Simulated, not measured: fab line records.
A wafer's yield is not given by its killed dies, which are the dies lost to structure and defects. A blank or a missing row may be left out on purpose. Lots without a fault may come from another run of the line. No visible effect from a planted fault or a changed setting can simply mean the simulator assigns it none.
Matching of chambers | flow gf180mcu | GF_V4_CMP_26 on cmp-02: 4 sister chambers
The step polishes, stops on SiO2, t overpolish 15 s, target thk 0 nm. 8 wafers are shown with their chamber, then 9 later ones without.

## WAFERS PAIRED WITH THEIR CHAMBERS
wafer  | chamber | motor_current_A (A) | time_to_endpoint_s (s)
L732.4 | 3       | 10.6                | 84
L732.5 | 3       | 10.0                | 81
L733.2 | 2       | 10.9                | 90
L738.5 | 1       | 10.0                | 82
L738.6 | 0       | 9.7                 | 89
L747.1 | 1       | 10.3                | 78
L747.3 | 0       | 8.9                 | 88
L747.4 | 2       | 11.6                | 86

## WAFERS MISSING THEIR CHAMBER
wafer  | motor_current_A (A) | time_to_endpoint_s (s)
L748.4 | 10.3                | 85
L748.5 | 10.5                | 80
L748.6 | 11.3                | 85
L749.1 | 10.1                | 85
L749.2 | 11.1                | 85
L749.6 | 10.5                | 78
L751.1 | 10.5                | 78
L751.3 | 11.3                | 85
L751.5 | 9.5                 | 85

## EACH ONE'S CHAMBER
wafer  | from the rows above               | in truth
L748.4 | can't be placed: 3 or 1 or 2 or 0 | 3
L748.5 | can't be placed: 1 or 3           | 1
L748.6 | can't be placed: 2 or 3           | 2
L749.1 | can't be placed: 3 or 1 or 0 or 2 | 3
L749.2 | can't be placed: 2 or 3 or 1      | 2
L749.6 | can't be placed: 1 or 3           | 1
L751.1 | can't be placed: 1 or 3           | 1
L751.3 | can't be placed: 2 or 3           | 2
L751.5 | can't be placed: 0 or 3 or 1      | 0
Correct placement for 0 of the 9. From these rows, 9 cannot be placed; in 9 the true chamber is one of the candidates. Placed wrongly: 0.
How it was worked out, from the rows above alone: a wafer's distance from a chamber is the root of the sum, over the readings, of the square of ((its reading less the chamber's mean) divided by the reading's scatter). If the next closest chamber is less than 2 further off than the closest, the wafer can't be placed; otherwise it belongs to the closest. The mean given for a chamber averages the wafers shown for that chamber. The scatter: take each reading less its chamber's mean, square it, sum over the shown wafers, divide by the number of wafers less the number of chambers, and take the root.
